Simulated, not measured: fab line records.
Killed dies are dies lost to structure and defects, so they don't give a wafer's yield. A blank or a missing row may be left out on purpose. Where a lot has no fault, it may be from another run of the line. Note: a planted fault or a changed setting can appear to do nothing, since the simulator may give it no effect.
fab line records ; flow sky130
record lots=9; wafers=27; last-day=49
route steps=708 shown METAL3@565 VIA3@576 METAL4@600 CAP2M@605 PAD_OPEN@708
lots with no fault: from the same line, run without faults
start-h: hours from the record's opening day to when the first of the lot's shown wafers began ; wait-h: time in hours since the lot's previous step ; " identical to the entry in the row above ; L1.1+2: a row that stands for several wafers ; - no value, or no start was given ; * or withheld: withheld ; < > ~ a bound
route shown NAME@n: names a module that has steps shown in the file, with the first one's number in the route ; usual: mean/standard deviation taken from wafers without a fault ; same: alike in all rows ; chamber/n: place in a boat ; sites: each site's reading ; _std_site: standard deviation of those values ; _edge_site: mean of outer sites minus mean of inner sites ; radius-mm: how far each site lies from the wafer's centre ; mask NAME#n: copy n ; behind: the last tool/chamber to shape the wafer ; hold: reason for holding the lot/hours on hold/outcome of the hold ; device: the transistor (n, p or np) that didn't switch ; end of line: the tests these same wafers got at the end of their route ; a step with no rows: only its recipe ; killed: not the wafer's yield, but the dies lost to structure and defects at the first sort ; map: the dies of a wafer, with x for killed, . for not killed, _ for no die there
set.NAME: setting as actually run; set.NAME@STEP: the setting as run at that earlier step ; model.NAME: the simulator's own value behind a step, which no gauge read
route steps across a sampled set of lots; one table per step, one row per wafer
services: the hour from which a tool's chamber was out of use, counted from the record's first day as start-h (under 0 if before that day), plus the number of hours and why
## steps
# step SKY_METAL3_DESCUM_15
# recipe chemistry=O2; source-power-w=150; bias-power-w=0; pressure-mtorr=10; temp-c=40; time-s=8
# usual drypump-motor-current-A=5.5/0.52; oes-product-au=0.999/0.0068; temp-c=40.01/0.1
# same bias-power-w=0
lot.wafer;tool;chamber;start-h;wait-h;drypump-motor-current-A;oes-product-au;rf-hours-counter-h;temp-c
L117.2;rie-metal-02;1;915.60;0.0;5.7;1.004;4;40.14
L117.4;rie-metal-02;1;915.60;0.0;5.7;1.001;-;40.13
L117.6;rie-metal-02;0;915.60;0.0;5.4;1.002;-;40.01
L119.2;rie-metal-02;0;932.68;0.0;5.4;0.996;12;40.06
L119.3;rie-metal-02;1;932.68;0.0;5.6;1.006;-;40.11
L119.6;rie-metal-02;0;932.68;0.0;5.4;1.002;-;40.09
L120.1;rie-metal-02;0;945.15;0.0;5.4;1.000;13;39.96
L120.2;rie-metal-02;1;945.15;0.0;5.7;1.005;5;39.93
L120.6;rie-metal-02;1;945.15;0.0;5.6;1.009;-;39.94
L122.1;rie-metal-03;0;959.81;0.0;5.9;0.998;12;40.00
L122.2;rie-metal-03;1;959.81;0.0;4.8;1.004;3;40.07
L122.5;rie-metal-03;1;959.81;0.0;4.8;0.990;-;40.09
L124.2;rie-metal-02;0;969.53;0.0;5.4;0.995;14;39.93
L124.3;rie-metal-02;0;969.53;0.0;5.4;1.005;-;39.91
L124.5;rie-metal-02;1;969.53;0.0;5.7;1.000;-;39.82
L125.1;rie-metal-03;0;974.66;0.0;5.9;0.993;12;39.83
L125.4;rie-metal-03;1;974.66;0.0;4.8;0.998;-;39.92
L125.6;rie-metal-03;0;974.66;0.0;5.9;0.999;-;39.93
L127.1;rie-metal-02;0;989.33;0.0;5.4;1.005;15;40.15
L127.3;rie-metal-02;1;989.33;0.0;5.7;1.002;-;40.00
L127.4;rie-metal-02;0;989.33;0.0;5.4;0.996;-;40.16
L130.2;rie-metal-03;1;1001.03;0.0;4.8;0.994;5;40.08
L130.3;rie-metal-03;1;1001.03;0.0;4.8;0.996;-;40.02
L130.5;rie-metal-03;1;1001.03;0.0;4.8;0.989;-;40.00
L135.1;rie-metal-02;0;1039.76;0.0;5.4;1.000;18;40.05
L135.3;rie-metal-02;0;1039.76;0.0;5.4;0.995;-;40.01
L135.6;rie-metal-02;0;1039.76;0.0;5.4;1.000;-;40.01
# step SKY_VIA3_BOW_MEAS_03
# recipe mode=bow
# usual VIA3_BOW=80/8.1
lot.wafer;tool;chamber;start-h;wait-h;VIA3_BOW[um]
L117.2;film-metro-02;-;917.07;0.1;80
L117.4;film-metro-02;-;917.07;0.1;66
L117.6;film-metro-02;-;917.07;0.1;82
L119.2;film-metro-04;-;934.23;0.1;76
L119.3;film-metro-04;-;934.23;0.1;79
L119.6;film-metro-04;-;934.23;0.1;69
L120.1;film-metro-04;-;946.71;0.2;90
L120.2;film-metro-04;-;946.71;0.2;89
L120.6;film-metro-04;-;946.71;0.2;84
L122.1;film-metro-02;-;961.26;0.1;74
L122.2;film-metro-02;-;961.26;0.1;71
L122.5;film-metro-02;-;961.26;0.1;71
L124.2;film-metro-01;-;971.17;0.1;78
L124.3;film-metro-01;-;971.17;0.1;84
L124.5;film-metro-01;-;971.17;0.1;77
L125.1;film-metro-04;-;976.33;0.1;87
L125.4;film-metro-04;-;976.33;0.1;86
L125.6;film-metro-04;-;976.33;0.1;82
L127.1;film-metro-04;-;990.81;0.1;86
L127.3;film-metro-04;-;990.81;0.1;92
L127.4;film-metro-04;-;990.81;0.1;80
L130.2;film-metro-02;-;1003.23;0.3;85
L130.3;film-metro-02;-;1003.23;0.3;80
L130.5;film-metro-02;-;1003.23;0.3;84
L135.1;film-metro-04;-;1041.20;0.1;81
L135.3;film-metro-04;-;1041.20;0.1;84
L135.6;film-metro-04;-;1041.20;0.1;86
# step SKY_METAL4_SPUTTER_02
# recipe material=AlCu; target-thk-nm=735; power-w=10600; time-s=39.1; chamber-pressure-pa=0.4
# usual cathode-dc-power-W=10600/2; throttle-valve-pct=29.8/0.59
lot.wafer;tool;chamber;start-h;wait-h;cathode-dc-power-W;throttle-valve-pct
L117.2;pvd-sputter-03;-;943.49;0.0;10600;29.7
L117.4;pvd-sputter-03;-;943.49;0.0;10606;28.8
L117.6;pvd-sputter-03;-;943.49;0.0;10598;29.6
L119.2;pvd-sputter-01;-;960.76;0.0;10603;30.6
L119.3;pvd-sputter-01;-;960.76;0.0;10600;29.3
L119.6;pvd-sputter-01;-;960.76;0.0;10602;30.5
L120.1;pvd-sputter-03;-;972.84;0.0;10600;30.1
L120.2;pvd-sputter-03;-;972.84;0.0;10603;29.1
L120.6;pvd-sputter-03;-;972.84;0.0;10602;29.2
L122.1;pvd-sputter-02;-;986.80;0.0;10601;29.3
L122.2;pvd-sputter-02;-;986.80;0.0;10598;31.1
L122.5;pvd-sputter-02;-;986.80;0.0;10602;29.9
L124.2;pvd-sputter-03;-;996.35;0.0;10599;29.2
L124.3;pvd-sputter-03;-;996.35;0.0;10597;29.5
L124.5;pvd-sputter-03;-;996.35;0.0;10599;29.7
L125.1;pvd-sputter-03;-;1002.28;0.0;10600;29.2
L125.4;pvd-sputter-03;-;1002.28;0.0;10597;29.3
L125.6;pvd-sputter-03;-;1002.28;0.0;10598;29.4
L127.1;pvd-sputter-03;-;1014.49;0.0;10601;30.1
L127.3;pvd-sputter-03;-;1014.49;0.0;10600;29.0
L127.4;pvd-sputter-03;-;1014.49;0.0;10601;29.8
L130.2;pvd-sputter-03;-;1027.46;0.0;10601;29.6
L130.3;pvd-sputter-03;-;1027.46;0.0;10603;29.9
L130.5;pvd-sputter-03;-;1027.46;0.0;10597;29.2
L135.1;pvd-sputter-01;-;1063.38;0.0;10601;31.1
L135.3;pvd-sputter-01;-;1063.38;0.0;10602;30.5
L135.6;pvd-sputter-01;-;1063.38;0.0;10598;30.5
# step SKY_CAP2M_SPUTTER_02
# recipe material=TiN; target-thk-nm=200; temp-c=300; power-w=6500; time-s=166.7; chamber-pressure-pa=0.4
# usual cathode-dc-power-W=6500.0/1.3; substrate-temp-c=299.99/0.2; throttle-valve-pct=30.2/1.2
lot.wafer;tool;chamber;start-h;wait-h;cathode-dc-power-W;substrate-temp-c;throttle-valve-pct
L117.2;pvd-sputter-02;-;943.68;0.0;6499.3;300.20;31.0
L117.4;pvd-sputter-02;-;943.68;0.0;6501.9;299.84;29.1
L117.6;pvd-sputter-02;-;943.68;0.0;6500.8;300.14;29.6
L119.2;pvd-sputter-03;-;960.95;0.0;6500.0;300.01;30.3
L119.3;pvd-sputter-03;-;960.95;0.0;6499.1;300.11;29.7
L119.6;pvd-sputter-03;-;960.95;0.0;6498.7;300.12;30.1
L120.1;pvd-sputter-04;-;973.02;0.1;6499.1;300.09;32.3
L120.2;pvd-sputter-04;-;973.02;0.1;6499.4;300.10;29.3
L120.6;pvd-sputter-04;-;973.02;0.1;6500.0;300.62;29.5
L122.1;pvd-sputter-04;-;986.99;0.1;6497.4;300.04;29.5
L122.2;pvd-sputter-04;-;986.99;0.1;6500.4;299.78;32.4
L122.5;pvd-sputter-04;-;986.99;0.1;6499.8;300.08;31.7
L124.2;pvd-sputter-04;-;996.53;0.0;6498.9;299.69;28.9
L124.3;pvd-sputter-04;-;996.53;0.0;6499.5;299.66;31.7
L124.5;pvd-sputter-04;-;996.53;0.0;6501.9;300.11;29.2
L125.1;pvd-sputter-02;-;1002.48;0.1;6499.3;300.25;29.1
L125.4;pvd-sputter-02;-;1002.48;0.1;6498.8;299.92;29.3
L125.6;pvd-sputter-02;-;1002.48;0.1;6502.7;300.08;29.1
L127.1;pvd-sputter-04;-;1014.70;0.1;6500.2;299.91;32.5
L127.3;pvd-sputter-04;-;1014.70;0.1;6501.2;299.81;29.4
L127.4;pvd-sputter-04;-;1014.70;0.1;6497.7;299.80;29.0
L130.2;pvd-sputter-04;-;1027.65;0.0;6498.8;299.84;29.0
L130.3;pvd-sputter-04;-;1027.65;0.0;6499.6;300.34;29.2
L130.5;pvd-sputter-04;-;1027.65;0.0;6501.0;300.36;29.6
L135.1;pvd-sputter-04;-;1063.57;0.1;5821.2;299.98;31.4
L135.3;pvd-sputter-04;-;1063.57;0.1;6499.6;299.93;32.3
L135.6;pvd-sputter-04;-;1063.57;0.1;5824.7;299.79;31.5
# step SKY_CAP2M_RS_MEAS_03
# recipe thk-meas-gauge=four-point-probe; reads=TiN_of_CAP2M_SPUTTER_02
# usual CAP2M_TIN_RS=6.95/0.066
lot.wafer;tool;chamber;start-h;wait-h;CAP2M_TIN_RS[ohm/sq]
L117.2;film-metro-01;-;943.81;0.1;6.98
L117.4;film-metro-01;-;943.81;0.1;6.99
L117.6;film-metro-01;-;943.81;0.1;6.98
L119.2;film-metro-03;-;961.07;0.1;6.81
L119.3;film-metro-03;-;961.07;0.1;6.88
L119.6;film-metro-03;-;961.07;0.1;6.90
L120.1;film-metro-04;-;973.13;0.1;6.94
L120.2;film-metro-04;-;973.13;0.1;6.98
L120.6;film-metro-04;-;973.13;0.1;7.03
L122.1;film-metro-03;-;987.10;0.1;7.02
L122.2;film-metro-03;-;987.10;0.1;6.95
L122.5;film-metro-03;-;987.10;0.1;6.97
L124.2;film-metro-01;-;996.66;0.1;6.96
L124.3;film-metro-01;-;996.66;0.1;6.95
L124.5;film-metro-01;-;996.66;0.1;6.94
L125.1;film-metro-04;-;1002.60;0.1;6.92
L125.4;film-metro-04;-;1002.60;0.1;6.87
L125.6;film-metro-04;-;1002.60;0.1;6.88
L127.1;film-metro-04;-;1014.81;0.1;6.97
L127.3;film-metro-04;-;1014.81;0.1;6.94
L127.4;film-metro-04;-;1014.81;0.1;6.90
L130.2;film-metro-03;-;1027.78;0.1;6.93
L130.3;film-metro-03;-;1027.78;0.1;7.04
L130.5;film-metro-03;-;1027.78;0.1;6.97
L135.1;film-metro-03;-;1063.68;0.1;7.91
L135.3;film-metro-03;-;1063.68;0.1;7.03
L135.6;film-metro-03;-;1063.68;0.1;7.93
# step SKY_CAP2M_THK_MEAS_04
# recipe thk-meas-gauge=xrf; reads=TiN_of_CAP2M_SPUTTER_02
# usual CAP2M_TIN_THK=200.2/2.2
lot.wafer;tool;chamber;start-h;wait-h;CAP2M_TIN_THK[nm]
L117.2;film-metro-01;-;943.92;0.1;199.7
L117.4;film-metro-01;-;943.92;0.1;198.8
L117.6;film-metro-01;-;943.92;0.1;199.3
L119.2;film-metro-03;-;961.18;0.1;203.6
L119.3;film-metro-03;-;961.18;0.1;202.1
L119.6;film-metro-03;-;961.18;0.1;201.4
L120.1;film-metro-04;-;973.25;0.1;201.1
L120.2;film-metro-04;-;973.25;0.1;200.1
L120.6;film-metro-04;-;973.25;0.1;199.9
L122.1;film-metro-03;-;987.22;0.1;197.6
L122.2;film-metro-03;-;987.22;0.1;199.4
L122.5;film-metro-03;-;987.22;0.1;199.0
L124.2;film-metro-01;-;996.77;0.1;199.3
L124.3;film-metro-01;-;996.77;0.1;198.6
L124.5;film-metro-01;-;996.77;0.1;199.2
L125.1;film-metro-04;-;1002.72;0.1;201.8
L125.4;film-metro-04;-;1002.72;0.1;202.9
L125.6;film-metro-04;-;1002.72;0.1;202.0
L127.1;film-metro-04;-;1014.93;0.1;200.9
L127.3;film-metro-04;-;1014.93;0.1;202.1
L127.4;film-metro-04;-;1014.93;0.1;202.1
L130.2;film-metro-03;-;1027.89;0.1;199.5
L130.3;film-metro-03;-;1027.89;0.1;196.9
L130.5;film-metro-03;-;1027.89;0.1;197.8
L135.1;film-metro-03;-;1063.80;0.1;176.1
L135.3;film-metro-03;-;1063.80;0.1;197.5
L135.6;film-metro-03;-;1063.80;0.1;174.9
# step SKY_CAP2M_METAL_ETCH_13
# recipe target-depth-nm=220; stop-on=SiO2; chemistry=Cl2/BCl3; target=TiN; pressure-mtorr=10; icp-w=900; bias-w=48.5; Cl2_flow_sccm=60; bcl3-flow-sccm=30; time-s=62.9
# usual bias-w=48.50/0.13; drypump-motor-current-A=5.5/0.56; oes-product-au=0.939/0.0068; throttle-valve-pct=21.902/0.0098
lot.wafer;tool;chamber;start-h;wait-h;bias-w;drypump-motor-current-A;oes-product-au;rf-hours-counter-h;throttle-valve-pct
L117.2;rie-metal-03;1;967.44;0.0;48.47;4.8;0.937;4;21.914
L117.4;rie-metal-03;0;967.44;0.0;48.48;5.9;0.938;-;21.902
L117.6;rie-metal-03;1;967.44;0.0;48.31;4.8;0.936;-;21.906
L119.2;rie-metal-03;0;984.31;0.0;48.47;5.9;0.947;13;21.900
L119.3;rie-metal-03;0;984.31;0.0;48.60;5.9;0.943;-;21.900
L119.6;rie-metal-03;0;984.31;0.0;48.53;5.9;0.940;-;21.901
L120.1;rie-metal-03;0;996.24;0.0;48.48;5.9;0.936;13;21.905
L120.2;rie-metal-03;1;996.24;0.0;48.58;4.8;0.934;5;21.902
L120.6;rie-metal-03;1;996.24;0.0;48.64;4.8;0.943;-;21.916
L122.1;rie-metal-03;0;1010.23;0.0;48.54;5.9;0.927;14;21.894
L122.2;rie-metal-03;1;1010.23;0.0;48.50;4.8;0.937;6;21.916
L122.5;rie-metal-03;0;1010.23;0.0;48.54;5.9;0.938;-;21.896
L124.2;rie-metal-04;1;1019.38;0.0;48.43;5.8;0.937;16;21.895
L124.3;rie-metal-04;0;1019.38;0.0;48.36;5.9;0.941;-;21.909
L124.5;rie-metal-04;1;1019.38;0.0;48.49;5.7;0.939;-;21.903
L125.1;rie-metal-01;0;1025.21;0.0;48.64;6.2;0.940;16;21.906
L125.4;rie-metal-01;0;1025.21;0.0;48.73;6.3;0.946;-;21.885
L125.6;rie-metal-01;0;1025.21;0.0;48.65;6.3;0.946;-;21.894
L127.1;rie-metal-01;1;1037.13;0.0;48.33;4.7;0.941;8;21.892
L127.3;rie-metal-01;0;1037.13;0.0;48.56;6.2;0.938;-;21.881
L127.4;rie-metal-01;1;1037.13;0.0;48.47;4.7;0.944;-;21.900
L130.2;rie-metal-03;1;1049.44;0.0;48.37;4.8;0.947;8;21.901
L130.3;rie-metal-03;1;1049.44;0.0;48.45;4.8;0.932;-;21.919
L130.5;rie-metal-03;1;1049.44;0.0;48.48;4.8;0.929;-;21.903
L135.1;rie-metal-04;0;1084.84;0.0;48.57;5.9;0.870;13;21.953
L135.3;rie-metal-04;0;1084.84;0.0;48.60;5.9;0.927;-;21.925
L135.6;rie-metal-04;1;1084.84;0.0;48.70;5.8;0.871;-;21.954
# step SKY_PAD_OPEN_PROBE_99
# usual defect-limited-yield=82.4/1.8; killed_at_M0_to_M3=43/6.5; killed_at_M4_up=3.2/1.8; killed-at-contacts=24/5.2; killed-at-front-end=15/4; killed-at-other=0.4/0.69; killed-dies=86/8.7; killed-open=47/7; killed-short=39/5.7; sort_bin_3_pad_short=0.9/0.43; sort_bin_5_function=10.5/1.4; sort_bin_6_memory=6.2/1.2; sort-n-pass=406/8.7; sort-yield-pct=82.4/1.8
# same gross-dies=492; killed-at-back-side=0; sort_bin_4_leakage[%]=0; sort_bin_8_speed[%]=0
lot.wafer;tool;chamber;start-h;wait-h;defect-limited-yield[%];killed_at_M0_to_M3;killed_at_M4_up;killed-at-contacts;killed-at-front-end;killed-at-other;killed-dies;killed-open;killed-short;sort_bin_3_pad_short[%];sort_bin_5_function[%];sort_bin_6_memory[%];sort-n-pass;sort-yield-pct[%]
L125.1;prober-02;-;1135.14;0.1;84.6;36;5;22;13;0;76;45;31;0.6;9.8;5.1;416;84.6
L125.4;prober-02;-;1135.29;0.2;81.5;45;3;32;10;1;91;52;39;0.6;11.8;6.1;401;81.5
L125.6;prober-02;-;1135.39;0.2;81.3;46;6;33;6;1;92;58;34;0.8;10.2;7.7;400;81.3
# killed by level:class
L125.1 CONTACT:geometric-particle:open=11 METAL1:geometric-particle:short=7 VIA2:geometric-particle:open=6 VIA1:geometric-particle:open=6 VIA3:geometric-particle:open=6 LI_CONTACT:geometric-particle:open=4 CONTACT:geometric-particle:short=4 POLY_GATE:geometric-particle:open=3
L125.4 LI_CONTACT:geometric-particle:open=13 CONTACT:geometric-particle:open=10 VIA1:geometric-particle:open=8 METAL1:geometric-particle:short=6 VIA1:geometric-particle:short=5 VIA2:geometric-particle:open=5 VIA3:geometric-particle:open=5 POLY_GATE:geometric-particle:short=4
L125.6 CONTACT:geometric-particle:open=13 VIA3:geometric-particle:open=12 LI_CONTACT:geometric-particle:open=9 VIA1:geometric-particle:open=9 CONTACT:geometric-particle:short=8 METAL1:geometric-particle:short=6 VIA2:geometric-particle:open=6 METAL4:geometric-particle:short=4
## services
tool;chamber;start-h;hours;kind
pvd-sputter-04;-;902.12;25.9;repair
rie-metal-02;1;923.06;5.0;repair
pvd-sputter-02;-;944.13;11.5;repair
pvd-sputter-04;0;954.33;-;consumable-replace:kit
pvd-sputter-04;0;954.33;18.0;scheduled-down
pvd-sputter-04;0;954.33;18.0;vent-cycle
rie-metal-02;-;958.00;2.8;pm
pvd-sputter-01;0;958.13;-;consumable-replace:kit
pvd-sputter-01;0;958.13;18.0;scheduled-down
pvd-sputter-01;0;958.13;18.0;vent-cycle
rie-metal-01;1;961.11;19.3;repair
pvd-sputter-02;3;966.68;-;consumable-replace:kit
pvd-sputter-02;3;966.68;18.0;scheduled-down
pvd-sputter-02;3;966.68;18.0;vent-cycle
pvd-sputter-01;-;975.62;1.3;repair
rie-metal-01;0;981.77;23.3;repair
pvd-sputter-03;-;983.16;2.4;repair
pvd-sputter-03;2;993.79;-;consumable-replace:kit
pvd-sputter-03;2;993.79;18.0;scheduled-down
pvd-sputter-03;2;993.79;18.0;vent-cycle
pvd-sputter-03;-;1030.25;1.3;repair
rie-metal-01;-;1050.23;2.8;pm
pvd-sputter-02;-;1083.33;6.2;repair
## key
first-sign step=SKY_CAP2M_SPUTTER_02; reading=cathode-dc-power-W; direction=down; sigmas=99+; usual=6500.0; struck=5822.9
effect step=SKY_CAP2M_RS_MEAS_03; reading=CAP2M_TIN_RS; direction=up; sigmas=15; usual=6.95; struck=7.92
effect step=SKY_CAP2M_THK_MEAS_04; reading=CAP2M_TIN_THK; direction=down; sigmas=11; usual=200.2; struck=175.5
effect step=SKY_CAP2M_METAL_ETCH_13; reading=oes-product-au; direction=down; sigmas=10; usual=0.939; struck=0.870
met-at SKY_CAP2M_SPUTTER_02
struck-lots L135
struck-wafers L135.1,L135.6
not-acting-at SKY_METAL3_DESCUM_15,SKY_VIA3_BOW_MEAS_03,SKY_METAL4_SPUTTER_02
onset-between 996.53 1063.57
fault kind=process-parameter-drift; tool=pvd-sputter-04; chamber=-; onset-h=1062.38; steps=SKY_CAP2M_SPUTTER_02; channel=power-w; offset=*; shape=step; end-h=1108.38; acts-in=*; stated=*; scope=struck-wafers-only
